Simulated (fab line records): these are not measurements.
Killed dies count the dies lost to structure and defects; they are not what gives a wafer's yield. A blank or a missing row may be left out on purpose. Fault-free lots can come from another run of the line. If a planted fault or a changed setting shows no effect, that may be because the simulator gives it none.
A lot that was struck, set against a sound lot || flow sky130 || 16 steps out of a route of 708
Sound: wafers L855.2, L855.4, L855.6. Struck: wafers L868.3, L868.6. (L868.5 of the same lot was not struck and is left out.) The cause comes at the end.
For every step that has rows: the tool of each side, followed by ch and its chambers, followed by its first start. Under that, the readings that differ: sound wafers || struck wafers || difference of the means || sigmas: that difference in standard deviations of wafers without a fault.
alike: readings whose means differ by less than 2 such deviations, and words and numbers that are the same on both sides. not compared: withheld readings, readings that some wafer has no value for, bounds like >300 that may hide the same value, and numbers for which the record gives no deviation and whose values overlap.
The two part at a step that has a row with sigmas, a row that says differs or no value, or rows on one side only. When numbers do not overlap yet have no deviation, they are printed without sigmas and do not part them. A reading missing from all wafers of one side parts the sides only when that side holds two or more wafers.

first, 3 steps without rows for these wafers: SKY_METAL2_EXPOSE_12 (exposes mask MM2, target cd 140 nm); SKY_METAL2_PEB_13; SKY_METAL2_DEVELOP_14 (develop time 60 s).
SKY_METAL2_CD_MEAS_15 targets a cd of 140 nm.
  sound on cd sem-01 at day 35 16:30; struck on cd sem-01 at day 39 21:43
  alike: cd nm
SKY_METAL2_OVL_MEAS_16:
  sound on overlay-02 at day 35 16:37; struck on overlay-02 at day 39 21:49
  alike: METAL2_OVL
SKY_METAL2_DESCUM_17: chemistry O2, time 8 s.
  sound on rie metal-04 ch 0,1, day 35 16:38; struck on rie metal-03 ch 1, day 39 21:51
  alike: drypump motor current A, oes product au
  not compared: rf hours counter h
SKY_METAL2_ETCH_18: etches BARC in N2/H2, stops on SiO2, time 45.9 s, target depth 60 nm.
  sound on rie metal-04 ch 0,1, day 35 16:40; struck on rie metal-03 ch 1, day 39 21:53
  alike: drypump motor current A, oes product au, throttle valve pct
  not compared: rf hours counter h
SKY_METAL2_METAL_ETCH_19: etches the open film in Cl2/BCl3, stops on SiO2, target depth 360 nm, time 78 s.
  sound on rie metal-04 ch 0,1, day 35 16:44; struck on rie metal-03 ch 1, day 39 21:58
  alike: drypump motor current A, oes product au, throttle valve pct
  not compared: rf hours counter h
SKY_METAL2_STRIP_20: strips in O2/N2.
  sound on plasma asher-03 ch 0,1, day 35 16:49; struck on plasma asher-03 ch 0,1, day 39 22:03
{"reading": "oes product au (a.u.)", "sound": "0.340 0.333 0.335", "struck": "0.349 0.348", "difference": "+0.012", "sigmas": "+2"}
  alike: drypump motor current A, strip time to endpoint s
  not compared: rf hours counter h
then, 3 steps without rows for these wafers: SKY_METAL2_STRIP_21 (strips in post etch residue remover, time 1200 s); SKY_METAL2_CLEAN_22 (cleans in IPA, time 180 s); SKY_METAL2_CLEAN_23 (cleans in O3/DIW).
SKY_VIA2_HDPCVD_00: deposits SiO2, target thk 1180 nm, time 196.7 s.
  sound on hdpcvd-02 ch 0,1, day 35 17:25; struck on hdpcvd-01 ch 0,2, day 39 22:38
{"reading": "model.SiO2_of_VIA2_HDPCVD_00.thk nm (nm)", "sound": "1186 1194 1196", "struck": "2191 2204", "difference": "+1006", "sigmas": ""}
SKY_VIA2_THK_MEAS_01:
  sound on film metro-01 at day 35 17:33; struck on film metro-03 at day 39 22:46
{"reading": "VIA2_HDPCVD_THK (nm)", "sound": "1186 1194 1197", "struck": "2192 2204", "difference": "+1006", "sigmas": "+77"}
SKY_VIA2_CMP_02: polishes SiO2.
  sound on cmp-02 ch 1,3, day 35 17:36; struck on cmp-02 ch 2,3, day 39 22:49
  alike: motor current A
-- the record jumps here: 10 days lie between the struck wafers' starts before and after (it left off in module VIA2 and takes up again in module PAD_OPEN, whose first step shown is number 708 of the route) --
SKY_PAD_OPEN_PROBE_99:
  sound on prober-02 at day 46 06:05; struck on prober-01 at day 49 12:05
  alike: defect limited yield, killed_at_M0_to_M3, killed_at_M4_up, killed at contacts, killed at front end, killed at other, killed dies, killed open, killed short, sort_bin_3_pad_short, sort_bin_5_function, sort_bin_6_memory, sort n pass, sort yield pct

WHERE THEY PART
At SKY_METAL2_STRIP_20 first; at SKY_VIA2_THK_MEAS_01 last (within this record only). Later steps at which nothing parts them and some readings are alike: SKY_VIA2_CMP_02, SKY_PAD_OPEN_PROBE_99.

WHY: what had been put in by the simulator
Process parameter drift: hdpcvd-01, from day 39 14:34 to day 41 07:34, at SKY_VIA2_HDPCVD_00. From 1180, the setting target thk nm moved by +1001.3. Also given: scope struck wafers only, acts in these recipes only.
